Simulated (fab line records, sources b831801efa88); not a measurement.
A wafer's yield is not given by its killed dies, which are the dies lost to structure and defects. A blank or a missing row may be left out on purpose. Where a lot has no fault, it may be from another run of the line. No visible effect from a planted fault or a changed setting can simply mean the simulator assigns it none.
Chamber matching || flow gf180mcu || GF_V4_CMP_04 on cmp-01 has 4 sister chambers
The step polishes SiO2. 8 wafers are shown with their chamber, then 7 later ones without.

== WAFERS, EACH WITH ITS CHAMBER ==
{"wafer": "L431.2", "chamber": 1, "motorCurrentA (A)": 11.5, "timeToEndpointS (s)": 74}
{"wafer": "L434.1", "chamber": 2, "motorCurrentA (A)": 11.9, "timeToEndpointS (s)": 88}
{"wafer": "L444.4", "chamber": 1, "motorCurrentA (A)": 11.6, "timeToEndpointS (s)": 78}
{"wafer": "L450.1", "chamber": 3, "motorCurrentA (A)": 12.9, "timeToEndpointS (s)": 85}
{"wafer": "L450.2", "chamber": 0, "motorCurrentA (A)": 10.8, "timeToEndpointS (s)": 87}
{"wafer": "L450.5", "chamber": 3, "motorCurrentA (A)": 13.5, "timeToEndpointS (s)": 92}
{"wafer": "L451.3", "chamber": 0, "motorCurrentA (A)": 10.6, "timeToEndpointS (s)": 78}
{"wafer": "L451.4", "chamber": 2, "motorCurrentA (A)": 12.8, "timeToEndpointS (s)": 89}

== WAFERS WITH NO CHAMBER GIVEN ==
{"wafer": "L451.5", "motorCurrentA (A)": 11.9, "timeToEndpointS (s)": 88}
{"wafer": "L452.1", "motorCurrentA (A)": 13.0, "timeToEndpointS (s)": 74}
{"wafer": "L452.3", "motorCurrentA (A)": 10.6, "timeToEndpointS (s)": 76}
{"wafer": "L452.4", "motorCurrentA (A)": 12.6, "timeToEndpointS (s)": 78}
{"wafer": "L453.1", "motorCurrentA (A)": 12.5, "timeToEndpointS (s)": 88}
{"wafer": "L453.5", "motorCurrentA (A)": 14.1, "timeToEndpointS (s)": 90}
{"wafer": "L453.6", "motorCurrentA (A)": 10.7, "timeToEndpointS (s)": 88}

== WHICH CHAMBER EACH ONE RAN IN ==
{"wafer": "L451.5", "from the rows above": "can't be placed: 2 or 1", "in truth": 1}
{"wafer": "L452.1", "from the rows above": "can't be placed: 3 or 1 or 2", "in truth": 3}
{"wafer": "L452.3", "from the rows above": "can't be placed: 0 or 1", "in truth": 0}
{"wafer": "L452.4", "from the rows above": "can't be placed: 2 or 1 or 3", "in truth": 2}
{"wafer": "L453.1", "from the rows above": "can't be placed: 2 or 3", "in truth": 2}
{"wafer": "L453.5", "from the rows above": 3, "in truth": 3}
{"wafer": "L453.6", "from the rows above": 0, "in truth": 0}
Correct placement for 2 of the 7. Cannot be placed on the basis of these rows: 5; the candidates contain the true chamber in 5. 0 placed wrongly.
How it was worked out, from the rows above alone: a wafer's distance from a chamber is the root of the sum, over the readings, of the square of ((its reading less the chamber's mean) divided by the reading's scatter). If the next closest chamber is less than 2 further off than the closest, the wafer can't be placed; otherwise it belongs to the closest. A chamber's mean is the mean of its shown wafers. The scatter: the root of (the sum of the squares of (reading less its chamber's mean) over the shown wafers, divided by (wafers less chambers)).
